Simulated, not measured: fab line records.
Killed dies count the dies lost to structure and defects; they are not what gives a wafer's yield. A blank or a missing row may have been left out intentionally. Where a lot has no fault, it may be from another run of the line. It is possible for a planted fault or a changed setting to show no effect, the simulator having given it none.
fab line records	flow sky130
record lots=10	wafers=30	last-day=50
route steps=708 shown LI_CONTACT@377 CONTACT@421 PAD_OPEN@708
lots that met no fault: taken from a fault-free run of the same line
start-h: the number of hours between the record's first day and the start of the first shown wafer of the lot	wait-h: how many hours have passed since the lot's step before this one	" as in the row above	L1.1+2: several wafers, shown together as one row	- either no value or no given start	* or withheld: withheld	< > ~ a bound
route shown NAME@n: names a module that has steps shown in the file, with the first one's number in the route	usual: mean/standard deviation taken from wafers without a fault	same: alike in all rows	chamber/n: place in a boat	sites: the reading at each site	_std_site: how widely they spread, as a standard deviation	_edge_site: mean of outer sites minus mean of inner sites	radius-mm: how far each site lies from the wafer's centre	mask NAME#n: copy n	behind: the last tool/chamber to shape the wafer	hold: cause of the lot's hold/its duration in hours/its outcome	device: names the non-switching transistor (n, p or np)	end of line: the route-end tests of the same wafers	step lacking rows: just its recipe	killed: at the first sort, the dies lost to defects and structure; wafer yield is something else	map: a wafer's dies, marking killed ones x, the rest . and places with no die _
set.NAME: the setting that was run; set.NAME@STEP: the one run at that earlier step	model.NAME: the simulator's own value behind a step, which no gauge read
one table for each step of the route and one row for each wafer, over a sample of lots
services: when a tool's chamber went out of use (start-h, in hours from the record's first day, below 0 if earlier), for how many hours, and the reason
## steps
# step SKY_LI_CONTACT_ETCH_15
# recipe target=PSG	chemistry=C4F8/O2/Ar	stop-on=Si	taper-deg=4.15	mask-material=KrF-thick	source-w=1500	bias-w=1200	pressure-mtorr=40	c4f8-flow-sccm=withheld	O2_flow_sccm=6	Ar_flow_sccm=300	time-s=withheld	target-depth-a=6000
# usual bias-w=1200/3.6	chamber-pressure-mTorr=40.01/0.037	oes-product-au=0.836/0.0047
lot.wafer	tool	chamber	start-h	wait-h	bias-w	chamber-pressure-mTorr	oes-product-au
L338.1	rie-diel-04	0	699.74	0.0	1199	40.01	0.838
L338.2	"	2	"	"	1207	40.00	0.843
L338.3	"	1	"	"	1200	40.07	0.832
L339.2	rie-diel-04	0	707.18	0.0	1196	40.02	0.840
L339.3	"	3	"	"	1201	40.04	0.837
L339.4	"	2	"	"	1201	40.00	0.834
L342.2	rie-diel-04	3	731.84	0.0	1206	39.98	0.839
L342.5	"	2	"	"	1201	40.01	0.836
L342.6	"	1	"	"	1202	40.02	0.835
L343.3	rie-diel-01	2	739.09	0.0	1203	40.02	0.834
L343.4	"	3	"	"	1202	39.96	0.838
L343.6	"	2	"	"	1199	39.99	0.834
L344.2	rie-diel-02	1	756.67	0.0	1196	40.03	0.838
L344.4	"	3	"	"	1199	39.93	0.847
L344.5	"	0	"	"	1196	39.97	0.833
L353.2	rie-diel-02	1	814.72	0.0	1203	39.97	0.839
L353.3	"	3	"	"	1203	40.04	0.835
L353.5	"	1	"	"	1202	40.02	0.838
L354.2	rie-diel-01	2	821.54	0.0	1202	39.98	0.834
L354.3	"	3	"	"	1202	39.97	0.839
L354.4	"	0	"	"	1201	40.01	0.833
L355.3	rie-diel-01	1	836.97	0.0	1201	39.97	0.833
L355.4	"	2	"	"	1193	39.98	0.833
L355.5	"	0	"	"	1195	40.02	0.836
L357.1	rie-diel-01	0	844.59	0.0	1196	39.98	0.836
L357.2	"	1	"	"	1202	40.02	0.832
L357.4	"	3	"	"	1197	40.03	0.836
L360.1	rie-diel-02	2	863.49	0.0	1195	39.96	0.833
L360.4	"	3	"	"	1203	40.00	0.834
L360.5	"	0	"	"	1203	40.00	0.831
# step SKY_CONTACT_OVL_MEAS_15
# usual CONTACT_OVL=-4/6
lot.wafer	tool	chamber	start-h	wait-h	CONTACT_OVL[nm]
L338.1	overlay-01	-	756.94	0.1	-4
L338.2	"	-	"	"	-6
L338.3	"	-	"	"	-3
L339.2	overlay-02	-	764.85	0.1	-5
L339.3	"	-	"	"	-3
L339.4	"	-	"	"	-5
L342.2	overlay-01	-	788.80	0.1	-8
L342.5	"	-	"	"	1
L342.6	"	-	"	"	3
L343.3	overlay-01	-	796.76	0.1	9
L343.4	"	-	"	"	6
L343.6	"	-	"	"	8
L344.2	overlay-01	-	812.60	0.1	-5
L344.4	"	-	"	"	-10
L344.5	"	-	"	"	-16
L353.2	overlay-01	-	871.50	0.1	-1
L353.3	"	-	"	"	-9
L353.5	"	-	"	"	-8
L354.2	overlay-01	-	877.87	0.1	-4
L354.3	"	-	"	"	2
L354.4	"	-	"	"	-5
L355.3	overlay-02	-	892.61	0.1	0
L355.4	"	-	"	"	-5
L355.5	"	-	"	"	-4
L357.1	overlay-02	-	900.04	0.1	-7
L357.2	"	-	"	"	-4
L357.4	"	-	"	"	-3
L360.1	overlay-01	-	917.79	0.1	-4
L360.4	"	-	"	"	1
L360.5	"	-	"	"	-5
# step SKY_CONTACT_ETCH_16
# recipe chemistry=N2/H2	target=BARC	ion-energy-ev=200	source-w=500	bias-w=100	pressure-mtorr=30	n2-flow-sccm=100	h2-flow-sccm=200	stop-on=SiO2	time-s=45.9	target-depth-a=600
# usual bias-w=100.0/0.31	chamber-pressure-mTorr=30.01/0.034	drypump-motor-current-A=5.9/0.58	oes-product-au=0.855/0.0048	throttle-valve-pct=13.226/0.0093
lot.wafer	tool	chamber	start-h	wait-h	bias-w	chamber-pressure-mTorr	drypump-motor-current-A	oes-product-au	rf-hours-counter-h	throttle-valve-pct
L338.1	rie-diel-01	0	756.98	0.0	100.1	30.00	6.7	0.862	0	13.239
L338.2	"	1	"	"	99.7	29.97	5.8	0.859	20	13.229
L338.3	"	2	"	"	99.5	30.02	6.4	0.849	12	13.222
L339.2	rie-diel-02	0	764.88	0.0	99.9	29.98	5.0	0.849	9	13.219
L339.3	"	1	"	"	99.4	30.01	4.9	0.860	3	13.224
L339.4	"	1	"	"	99.6	30.00	4.9	0.861	-	13.227
L342.2	rie-diel-01	2	788.83	0.0	100.1	30.00	6.4	0.853	13	13.225
L342.5	"	0	"	"	99.6	29.99	6.7	0.861	-	13.212
L342.6	"	3	"	"	100.1	30.00	5.9	0.860	-	13.215
L343.3	rie-diel-02	1	796.78	0.0	-	-	-	-	-	-
L343.4	"	0	"	"	-	-	-	-	-	-
L343.6	"	1	"	"	-	-	-	-	-	-
L344.2	rie-diel-03	1	812.63	0.0	-	-	-	-	-	-
L344.4	"	2	"	"	-	-	-	-	-	-
L344.5	"	3	"	"	-	-	-	-	-	-
L353.2	rie-diel-03	1	871.53	0.0	99.9	30.00	6.8	0.858	25	13.238
L353.3	"	3	"	"	99.9	30.00	6.1	0.852	9	13.230
L353.5	"	0	"	"	99.9	29.97	5.6	0.863	-	13.229
L354.2	rie-diel-03	1	877.90	0.0	99.8	30.02	6.8	0.858	25	13.226
L354.3	"	0	"	"	99.9	30.04	5.6	0.856	25	13.231
L354.4	"	2	"	"	100.0	29.96	5.9	0.858	5	13.232
L355.3	rie-diel-03	2	892.63	0.0	99.9	30.02	5.9	0.848	5	13.222
L355.4	"	1	"	"	100.4	30.05	6.8	0.850	26	13.238
L355.5	"	1	"	"	100.2	29.96	6.8	0.852	-	13.230
L357.1	rie-diel-03	2	900.08	0.0	100.0	29.99	5.9	0.848	6	13.215
L357.2	"	1	"	"	100.0	29.99	6.8	0.849	26	13.204
L357.4	"	3	"	"	100.2	30.00	6.1	0.855	10	13.231
L360.1	rie-diel-02	2	917.83	0.0	99.8	30.01	6.2	0.851	4	13.212
L360.4	"	3	"	"	100.1	30.01	5.5	0.859	18	13.223
L360.5	"	0	"	"	99.9	29.96	5.0	0.855	-	13.215
# step SKY_CONTACT_ETCH_17
# recipe target=SiO2	chemistry=C4F8/O2/Ar	stop-on=Si3N4	mask-material=KrF-thick	source-w=1500	bias-w=1200	pressure-mtorr=40	c4f8-flow-sccm=withheld	O2_flow_sccm=6	Ar_flow_sccm=300	time-s=withheld	target-depth-a=3400
# usual bias-w=1200/3.6	chamber-pressure-mTorr=40.00/0.038	oes-product-au=0.891/0.0051
lot.wafer	tool	chamber	start-h	wait-h	bias-w	chamber-pressure-mTorr	oes-product-au
L338.1	rie-diel-01	0	757.02	0.0	1202	39.98	0.898
L338.2	"	1	"	"	1198	39.98	0.888
L338.3	"	2	"	"	1203	40.05	0.896
L339.2	rie-diel-02	0	764.93	0.0	1203	40.04	0.893
L339.3	"	1	"	"	1198	40.00	0.892
L339.4	"	1	"	"	1203	40.01	0.892
L342.2	rie-diel-01	2	788.87	0.0	1202	39.96	0.887
L342.5	"	0	"	"	1197	39.99	0.890
L342.6	"	3	"	"	1201	39.99	0.896
L343.3	rie-diel-02	1	796.83	0.0	1193	39.91	0.366
L343.4	"	0	"	"	1198	40.07	0.373
L343.6	"	1	"	"	1192	39.98	0.380
L344.2	rie-diel-03	1	812.68	0.0	1202	40.03	0.377
L344.4	"	2	"	"	1196	40.02	0.376
L344.5	"	3	"	"	1197	40.01	0.380
L353.2	rie-diel-03	1	871.57	0.0	1198	39.95	0.886
L353.3	"	3	"	"	1199	39.97	0.896
L353.5	"	0	"	"	1202	39.97	0.883
L354.2	rie-diel-03	1	877.95	0.0	1197	40.02	0.895
L354.3	"	0	"	"	1200	39.99	0.881
L354.4	"	2	"	"	1195	40.00	0.903
L355.3	rie-diel-03	2	892.67	0.0	1203	40.02	0.889
L355.4	"	1	"	"	1196	40.01	0.884
L355.5	"	1	"	"	1196	40.04	0.894
L357.1	rie-diel-03	2	900.12	0.0	1199	40.03	0.884
L357.2	"	1	"	"	1206	40.00	0.896
L357.4	"	3	"	"	1203	39.97	0.896
L360.1	rie-diel-02	2	917.87	0.0	1201	39.97	0.889
L360.4	"	3	"	"	1199	39.94	0.891
L360.5	"	0	"	"	1198	40.01	0.885
# step SKY_CONTACT_ETCH_18
# recipe target=Si3N4	chemistry=CHF3/O2	stop-on=TiN	source-w=600	bias-w=200	pressure-mtorr=40	chf3-flow-sccm=50	O2_flow_sccm=5	time-s=39	target-depth-a=750
# usual O2_flow_sccm=5.002/0.015	bias-w=200.1/0.54	drypump-motor-current-A=5.9/0.58	oes-product-au=0.856/0.0078	throttle-valve-pct=8.794/0.01
lot.wafer	tool	chamber	start-h	wait-h	O2_flow_sccm	bias-w	drypump-motor-current-A	oes-product-au	rf-hours-counter-h	throttle-valve-pct
L338.1	rie-diel-01	0	-	-	5.005	200.2	6.7	0.847	0	8.798
L338.2	"	1	"	"	4.998	200.0	5.8	0.842	20	8.793
L338.3	"	2	"	"	4.995	199.7	6.3	0.844	12	8.791
L339.2	rie-diel-02	0	-	-	5.005	200.1	5.0	0.860	9	8.784
L339.3	"	1	"	"	5.011	200.2	4.9	0.847	3	8.799
L339.4	"	1	"	"	4.976	199.6	4.9	0.867	-	8.782
L342.2	rie-diel-01	2	-	-	5.017	199.6	6.4	0.849	13	8.797
L342.5	"	0	"	"	4.997	200.6	6.7	0.860	-	8.800
L342.6	"	3	"	"	4.994	199.8	5.9	0.857	-	8.797
L343.3	rie-diel-02	1	-	-	5.032	200.6	4.9	0.379	4	8.668
L343.4	"	0	"	"	4.974	199.8	5.0	0.375	10	8.676
L343.6	"	1	"	"	5.000	199.8	4.9	0.373	-	8.659
L344.2	rie-diel-03	1	-	-	5.007	199.5	6.8	0.374	23	8.650
L344.4	"	2	"	"	5.003	200.2	5.9	0.376	3	8.657
L344.5	"	3	"	"	4.986	200.7	6.0	0.375	-	8.674
L353.2	rie-diel-03	1	-	-	4.985	200.2	6.8	0.863	25	8.795
L353.3	"	3	"	"	5.008	199.4	6.0	0.839	9	8.795
L353.5	"	0	"	"	5.020	200.0	5.6	0.865	-	8.785
L354.2	rie-diel-03	1	-	-	5.008	201.1	6.8	0.849	25	8.800
L354.3	"	0	"	"	5.021	199.9	5.6	0.863	25	8.800
L354.4	"	2	"	"	4.992	200.1	5.9	0.861	5	8.782
L355.3	rie-diel-03	2	-	-	5.030	200.0	5.9	0.856	5	8.800
L355.4	"	1	"	"	5.026	200.9	6.8	0.854	26	8.796
L355.5	"	1	"	"	5.011	200.7	6.8	0.854	-	8.791
L357.1	rie-diel-03	2	-	-	5.019	199.7	5.9	0.856	6	8.799
L357.2	"	1	"	"	4.991	199.7	6.8	0.859	26	8.787
L357.4	"	3	"	"	5.018	200.0	6.1	0.858	10	8.781
L360.1	rie-diel-02	2	-	-	5.016	200.3	6.1	0.843	4	8.799
L360.4	"	3	"	"	4.997	199.8	5.5	0.865	18	8.793
L360.5	"	0	"	"	4.993	200.5	5.0	0.850	-	8.798
# step SKY_CONTACT_CMP_27
# recipe stop-on=SiO2	t-overpolish-s=15	down-force-psi=3.5	platen-rpm=60	target-thk-nm=0	pad-velocity-m-s=0.94248
# usual motor-current-A=10.4/1.2	retaining-ring-pressure-frac=1.000/0.0047	slurry-flow-ml-min=150.0/0.48
lot.wafer	tool	chamber	start-h	wait-h	motor-current-A	retaining-ring-pressure-frac	slurry-flow-ml-min
L338.3	cmp-01	2	758.14	0.0	11.0	0.996	150.5
L338.1	"	3	"	"	9.4	0.990	149.5
L338.2	"	0	"	"	9.1	1.002	149.9
L339.4	cmp-01	1	766.00	0.0	10.9	0.999	150.5
L339.2	"	3	"	"	9.0	0.997	150.4
L339.3	"	0	"	"	9.0	0.995	150.2
L342.2	cmp-02	1	790.14	0.1	9.1	1.000	149.9
L342.5	"	0	"	"	11.5	0.999	149.5
L342.6	"	1	"	"	8.9	0.994	150.3
L343.4	cmp-01	1	797.86	0.0	10.1	1.008	149.6
L343.3	"	0	"	"	9.1	1.002	149.3
L343.6	"	2	"	"	10.7	1.008	149.5
L344.2	cmp-01	0	813.76	0.1	9.1	1.001	150.9
L344.4	"	2	"	"	11.0	1.006	148.8
L344.5	"	0	"	"	9.0	1.002	150.1
L353.2	cmp-01	0	872.61	0.0	9.4	1.005	149.6
L353.3	"	1	"	"	10.2	0.999	150.7
L353.5	"	1	"	"	10.8	1.000	151.0
L354.2	cmp-02	3	878.98	0.0	11.6	1.001	150.1
L354.4	"	0	"	"	10.9	1.006	150.2
L354.3	"	1	"	"	9.4	0.994	149.7
L355.4	cmp-02	2	893.84	0.1	13.0	1.000	150.2
L355.3	"	0	"	"	11.7	0.993	150.1
L355.5	"	2	"	"	12.3	0.998	150.1
L357.1	cmp-02	1	901.28	0.2	9.2	1.004	149.7
L357.2	"	2	"	"	12.8	1.002	151.0
L357.4	"	3	"	"	10.7	1.004	150.3
L360.4	cmp-01	0	918.98	0.1	8.8	1.004	149.6
L360.1	"	2	"	"	10.8	0.997	150.7
L360.5	"	0	"	"	8.9	1.005	150.2
# step SKY_PAD_OPEN_PROBE_99
# usual killed_at_M0_to_M3=43/7.3	killed_at_M4_up=3.2/1.9	killed-at-contacts=25/5.4	killed-at-front-end=16/4.4	killed-at-other=0.4/0.66	killed-dies=87/11	killed-on-rim=17/4.2	killed-open=48/7.9	killed-short=39/6.5
# same gross-dies=492	killed-at-back-side=0
lot.wafer	tool	chamber	start-h	wait-h	killed_at_M0_to_M3	killed_at_M4_up	killed-at-contacts	killed-at-front-end	killed-at-other	killed-dies	killed-on-rim	killed-open	killed-short
L342.2	prober-02	-	1118.92	0.1	33	5	25	12	0	75	12	46	29
L342.5	prober-02	-	1119.07	0.2	41	2	39	19	0	101	20	59	42
L342.6	prober-02	-	1119.12	0.2	41	3	35	16	1	96	9	58	38
L343.3	prober-02	-	1129.76	0.2	54	3	418	17	0	492	96	60	47
L343.4	prober-02	-	1129.81	0.2	56	7	413	14	2	492	96	62	47
L343.6	prober-02	-	1129.91	0.2	48	2	434	8	0	492	96	52	35
L344.2	prober-01	-	1140.47	0.1	43	3	429	17	0	492	96	63	31
L344.4	prober-01	-	1140.57	0.2	56	6	415	15	0	492	96	56	49
L344.5	prober-01	-	1140.62	0.2	42	2	429	19	0	492	96	47	33
L355.3	prober-01	-	1195.65	0.2	45	4	25	15	1	90	17	55	35
L355.4	prober-01	-	1195.70	0.2	52	0	28	7	1	88	21	42	45
L355.5	prober-01	-	1195.75	0.2	39	5	17	12	1	74	16	38	36
L357.1	prober-02	-	1200.16	0.1	42	6	19	17	0	84	19	47	37
L357.2	prober-02	-	1200.21	0.1	32	2	16	14	2	66	10	39	27
L357.4	prober-02	-	1200.31	0.2	42	2	17	14	0	75	15	40	35
# killed by level:class
L342.2 CONTACT:geometric-particle:open=12 VIA1:geometric-particle:open=7 VIA3:geometric-particle:open=6 LI_CONTACT:geometric-particle:short=5 METAL1:geometric-particle:short=5 VIA1:geometric-particle:short=5 FIELD_ISO:geometric-particle:short=4 LI_CONTACT:geometric-particle:open=4
L342.5 LI_CONTACT:geometric-particle:open=13 CONTACT:geometric-particle:open=9 VIA1:geometric-particle:open=9 FIELD_ISO:geometric-particle:open=8 VIA2:geometric-particle:open=8 CONTACT:geometric-particle:short=7 LOCAL_INTERCONNECT:geometric-particle:short=5 VIA1:geometric-particle:short=5
L342.6 LI_CONTACT:geometric-particle:open=15 VIA1:geometric-particle:open=9 VIA3:geometric-particle:open=8 CONTACT:geometric-particle:short=7 CONTACT:geometric-particle:open=7 METAL1:geometric-particle:short=6 FIELD_ISO:geometric-particle:open=5 POLY_GATE:geometric-particle:open=4
L343.3 CONTACT:area-etch=385 CONTACT:geometric-particle:open=18 VIA1:geometric-particle:open=15 METAL1:geometric-particle:short=8 VIA2:geometric-particle:open=8 CONTACT:geometric-particle:short=7 METAL2:geometric-particle:short=6 FIELD_ISO:geometric-particle:short=5
L343.4 CONTACT:area-etch=383 VIA1:geometric-particle:open=16 CONTACT:geometric-particle:open=13 VIA3:geometric-particle:open=7 METAL4:geometric-particle:short=7 FIELD_ISO:geometric-particle:open=6 LI_CONTACT:geometric-particle:open=6 METAL2:geometric-particle:short=6
L343.6 CONTACT:area-etch=405 CONTACT:geometric-particle:open=10 LI_CONTACT:geometric-particle:open=9 VIA1:geometric-particle:open=9 VIA3:geometric-particle:open=8 VIA2:geometric-particle:open=6 LI_CONTACT:geometric-particle:short=5 METAL2:geometric-particle:short=5
L344.2 CONTACT:area-etch=398 VIA1:geometric-particle:open=12 VIA2:geometric-particle:open=11 CONTACT:geometric-particle:open=9 VIA3:geometric-particle:open=8 LI_CONTACT:geometric-particle:open=7 LOCAL_INTERCONNECT:geometric-particle:short=6 FIELD_ISO:geometric-particle:short=5
L344.4 CONTACT:area-etch=387 VIA1:geometric-particle:open=14 CONTACT:geometric-particle:open=11 VIA1:geometric-particle:short=8 VIA3:geometric-particle:open=8 LI_CONTACT:geometric-particle:open=7 LOCAL_INTERCONNECT:geometric-particle:short=6 VIA2:geometric-particle:open=6
L344.5 CONTACT:area-etch=412 VIA1:geometric-particle:open=14 CONTACT:geometric-particle:open=9 VIA2:geometric-particle:open=7 FIELD_ISO:geometric-particle:open=5 POLY_GATE:geometric-particle:open=5 FIELD_ISO:geometric-particle:short=4 POLY_GATE:geometric-particle:short=4
L355.3 LI_CONTACT:geometric-particle:open=9 METAL1:geometric-particle:short=8 VIA3:geometric-particle:open=8 CONTACT:geometric-particle:open=6 VIA1:geometric-particle:open=6 VIA2:geometric-particle:open=6 FIELD_ISO:geometric-particle:open=5 LOCAL_INTERCONNECT:geometric-particle:open=5
L355.4 VIA1:geometric-particle:short=9 VIA2:geometric-particle:short=9 CONTACT:geometric-particle:open=8 LI_CONTACT:geometric-particle:open=7 VIA1:geometric-particle:open=7 VIA3:geometric-particle:open=7 VIA2:geometric-particle:open=6 LI_CONTACT:geometric-particle:short=5
L355.5 VIA1:geometric-particle:open=8 METAL1:geometric-particle:short=8 VIA2:geometric-particle:open=6 LOCAL_INTERCONNECT:geometric-particle:short=6 CONTACT:geometric-particle:open=6 POLY_GATE:geometric-particle:open=4 METAL3:geometric-particle:short=4 METAL4:geometric-particle:short=4
L357.1 CONTACT:geometric-particle:open=11 VIA3:geometric-particle:open=8 VIA1:geometric-particle:open=7 METAL1:geometric-particle:short=5 VIA2:geometric-particle:open=5 VIA3:geometric-particle:short=5 METAL4:geometric-particle:short=4 LI_CONTACT:geometric-particle:open=4
L357.2 VIA1:geometric-particle:open=8 LI_CONTACT:geometric-particle:open=6 VIA2:geometric-particle:open=6 CONTACT:geometric-particle:open=5 METAL1:geometric-particle:short=4 POLY_GATE:geometric-particle:open=3 POLY_GATE:geometric-particle:short=3 LOCAL_INTERCONNECT:geometric-particle:short=3
L357.4 VIA1:geometric-particle:open=11 METAL2:geometric-particle:short=6 VIA2:geometric-particle:open=6 LI_CONTACT:geometric-particle:open=5 VIA1:geometric-particle:short=5 POLY_GATE:geometric-particle:short=4 CONTACT:geometric-particle:open=4 FIELD_ISO:geometric-particle:short=3
## services
tool	chamber	start-h	hours	kind
cmp-01	-	681.01	4.0	pm
rie-diel-02	-	702.13	0.7	repair
rie-diel-02	1	709.85	4.5	repair
rie-diel-03	2	737.54	2.6	repair
rie-diel-03	1	738.64	13.3	repair
cmp-01	-	744.28	4.0	pm
cmp-02	-	745.99	28.9	repair
rie-diel-01	3	755.92	11.7	repair
rie-diel-03	0	760.18	2.3	repair
cmp-02	-	762.36	4.1	repair
cmp-01	-	768.26	1.4	repair
rie-diel-02	0	770.72	1.8	repair
rie-diel-01	2	771.81	16.7	repair
cmp-02	-	801.89	5.1	repair
cmp-01	-	820.14	0.9	repair
rie-diel-02	0	820.93	12.0	repair
cmp-01	-	820.98	0.3	repair
cmp-01	-	839.81	2.3	repair
cmp-01	-	856.67	0.2	repair
cmp-01	-	858.48	1.2	repair
rie-diel-01	1	870.50	6.3	repair
rie-diel-01	1	893.08	2.8	repair
cmp-01	-	902.00	2.3	repair
rie-diel-03	1	904.82	6.8	repair
## key
first-sign step=SKY_CONTACT_ETCH_16	reading=tool-record	direction=missing
effect step=SKY_CONTACT_ETCH_17	reading=oes-product-au	direction=down	sigmas=99+	usual=0.891	struck=0.375
effect step=SKY_CONTACT_ETCH_18	reading=oes-product-au	direction=down	sigmas=62	usual=0.856	struck=0.376
effect step=SKY_PAD_OPEN_PROBE_99	reading=killed-at-contacts	direction=up	sigmas=74	usual=25	struck=423
more-kills-born-at SKY_CONTACT_ETCH_16@rie-diel-03=1197	SKY_CONTACT_ETCH_16@rie-diel-02=1173
met-at SKY_CONTACT_ETCH_16
struck-lots L343,L344
later-rows-left-out L343.3,L343.4,L343.6,L344.2,L344.4,L344.5
tester-left-out L343,L344
not-acting-at SKY_LI_CONTACT_ETCH_15,SKY_CONTACT_OVL_MEAS_15,SKY_CONTACT_CMP_27
onset-between 764.88 796.78
fault kind=skipped-step-whole	tool=rie-diel-02,rie-diel-03	chamber=-	onset-h=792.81	steps=SKY_CONTACT_ETCH_16	scope=struck-lots-only
# tester-left-out: of these lots the tester's yield and bins aren't shown, on N5 and GAA mostly nor the transistor test; their killed dies are dies lost to structure and defects alone, not to doping, threshold or leakage, so they don't give the yield
# later-rows-left-out: the simulator's readings of these wafers behind a module that went badly wrong aren't trusted and aren't shown, but for the sort
